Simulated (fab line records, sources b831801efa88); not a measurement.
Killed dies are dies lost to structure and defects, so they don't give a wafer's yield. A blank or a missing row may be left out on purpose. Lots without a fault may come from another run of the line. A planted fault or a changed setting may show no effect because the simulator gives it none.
Which tool did it? | flow sky130 | 11 lots, 32 wafers sampled, at 4 steps of a route of 708

WHAT THE GAUGES READ, wafer by wafer
SKY_SD_N_RS_MEAS_16: measures by four-point-probe.
lot  | measured     | on            | SD_N_RS (ohm/sq)
L220 | day 29 10:25 | film_metro-03 | 68.41 68.38 68.45
L221 | day 29 15:08 | film_metro-03 | 68.54 68.56 68.57
L222 | day 30 13:04 | film_metro-01 | 71.15 71.17 70.99 71.14 71.03 70.96
L225 | day 31 01:26 | film_metro-01 | 71.00 71.11 71.03 70.92
L227 | day 31 20:04 | film_metro-03 | 68.56 68.60 68.48
L228 | day 31 21:50 | film_metro-04 | 68.60 68.52 68.66
L230 | day 32 13:34 | film_metro-01 | 68.62 68.62 68.53
L232 | day 33 05:14 | film_metro-03 | 68.53 68.52 68.43
L235 | day 34 01:54 | film_metro-04 | 68.60 68.55 68.55
L237 | day 34 19:13 | film_metro-01 | 68.56 68.65 68.66
L238 | day 34 22:52 | film_metro-03 | 68.49 68.69 68.66

WHICH TOOL RAN EACH LOT (tool, then ch and the chambers of the sampled wafers, then the start)
lot  | SKY_LDD_HVN_STRIP_09                 | SKY_SD_N_IMPLANT_09             | SKY_SD_N_STRIP_11
L220 | plasma_asher-04 ch 0,1, day 22 00:23 | implanter-01 ch 0, day 29 09:44 | plasma_asher-03 ch 0,1, day 29 10:01
L221 | plasma_asher-02 ch 0,1, day 22 05:34 | implanter-01 ch 0, day 29 14:28 | plasma_asher-02 ch 0,1, day 29 14:45
L222 | plasma_asher-01 ch 0,1, day 23 01:55 | implanter-01 ch 0, day 30 12:24 | plasma_asher-01 ch 0,1, day 30 12:41
L225 | plasma_asher-01 ch 0, day 23 15:11   | implanter-01 ch 0, day 31 00:45 | plasma_asher-03 ch 0, day 31 01:03
L227 | plasma_asher-02 ch 0,1, day 24 12:16 | implanter-03 ch 0, day 31 19:23 | plasma_asher-03 ch 0,1, day 31 19:41
L228 | plasma_asher-04 ch 0,1, day 24 15:16 | implanter-02 ch 0, day 31 21:06 | plasma_asher-03 ch 0,1, day 31 21:24
L230 | plasma_asher-04 ch 0,1, day 25 08:55 | implanter-03 ch 0, day 32 12:53 | plasma_asher-03 ch 0,1, day 32 13:10
L232 | plasma_asher-04 ch 0,1, day 25 23:23 | implanter-03 ch 0, day 33 04:33 | plasma_asher-01 ch 1, day 33 04:51
L235 | plasma_asher-02 ch 1, day 26 22:35   | implanter-02 ch 0, day 34 01:13 | plasma_asher-03 ch 0,1, day 34 01:30
L237 | plasma_asher-01 ch 0,1, day 27 18:53 | implanter-03 ch 0, day 34 18:32 | plasma_asher-02 ch 0,1, day 34 18:49
L238 | plasma_asher-04 ch 0,1, day 27 22:52 | implanter-02 ch 0, day 34 22:11 | plasma_asher-02 ch 0,1, day 34 22:27
- SKY_LDD_HVN_STRIP_09: strips in O2/N2.
- SKY_SD_N_IMPLANT_09
- SKY_SD_N_STRIP_11: strips in O2/N2.

THE ANSWER, worked out from the rows above alone
Rule: what is usual is taken from the lots themselves. Put in order of their means at a reading, lots are off if they are a third of the lots or fewer, leave a main group of 4 or more, and stand apart from it by a gap of 3 or more times the standard deviation of the main group's means; of several such gaps the widest counts. A main group whose means are all the same, to the digits that the tables above print for the reading, isn't used. A lot without any number at a reading at which 4 lots or more have one is off too. The other lots that the step has rows for count as sound.
Off: L222, L225, at SKY_SD_N_RS_MEAS_16 (SD_N_RS). The main group: mean 68.56 ohm/sq, standard deviation 0.062.
A tool fits if, at a process step before that reading, it ran every lot that is off, and no sound lot after the first of them. The gauges at SKY_SD_N_RS_MEAS_16 are tried like those tools. One fits: implanter-01 at SKY_SD_N_IMPLANT_09. Its last sound lot is L221 (day 29 14:28), its first lot that is off L222 (day 30 12:24): a fault that began between those two fits.

WHAT THE SIMULATOR HAD PUT IN
Process parameter drift: implanter-01, from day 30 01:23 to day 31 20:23, at SKY_SD_N_IMPLANT_09. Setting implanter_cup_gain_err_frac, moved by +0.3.
Lots struck among those shown: L222, L225. The rule above found the same.
